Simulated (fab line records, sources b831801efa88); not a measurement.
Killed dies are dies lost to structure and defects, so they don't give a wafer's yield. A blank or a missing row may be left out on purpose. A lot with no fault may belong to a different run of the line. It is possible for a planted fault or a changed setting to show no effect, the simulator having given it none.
Matching of chambers :: flow sky130 :: SKY_VIA2_HDPCVD_00 on hdpcvd-01: 3 sister chambers
The step deposits SiO2, target thk 1180 nm, time 196.7 s. 3 wafers are shown with their chamber, then 7 later ones without.

## EACH WAFER AND ITS CHAMBER
wafer: L576.5
chamber: 0
run-length-s (s): 223.6

wafer: L584.3
chamber: 1
run-length-s (s): 224.7

wafer: L584.5
chamber: 2
run-length-s (s): 224.5

## WAFERS WITHOUT THEIR CHAMBER
wafer: L584.6
run-length-s (s): 224.5

wafer: L594.1
run-length-s (s): 223.9

wafer: L594.3
run-length-s (s): 224.6

wafer: L594.5
run-length-s (s): 224.4

wafer: L595.1
run-length-s (s): 225.0

wafer: L595.3
run-length-s (s): 224.8

wafer: L595.5
run-length-s (s): 224.3

## WHICH CHAMBER EACH ONE RAN IN
wafer: L584.6
from the rows above: can't be placed: 2 or 1
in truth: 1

wafer: L594.1
from the rows above: can't be placed: 0 or 2
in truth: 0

wafer: L594.3
from the rows above: can't be placed: 1 or 2
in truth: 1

wafer: L594.5
from the rows above: can't be placed: 2 or 1
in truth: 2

wafer: L595.1
from the rows above: can't be placed: 1 or 2
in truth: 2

wafer: L595.3
from the rows above: can't be placed: 1 or 2
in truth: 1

wafer: L595.5
from the rows above: can't be placed: 2 or 1
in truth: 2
0 of 7 placed correctly. From these rows, 7 cannot be placed; in 7 the true chamber is one of the candidates. 0 placed wrongly.
How it was worked out, from the rows above alone: a wafer's distance from a chamber is the root of the sum, over the readings, of the square of ((its reading less the chamber's mean) divided by the reading's scatter). The wafer belongs to the nearest chamber; if the next one is less than 2 further off, it can't be placed. The mean given for a chamber averages the wafers shown for that chamber. The scatter (one wafer shown for each chamber): square how far every hidden wafer sits from the nearest shown wafer, average those squares and take the square root.
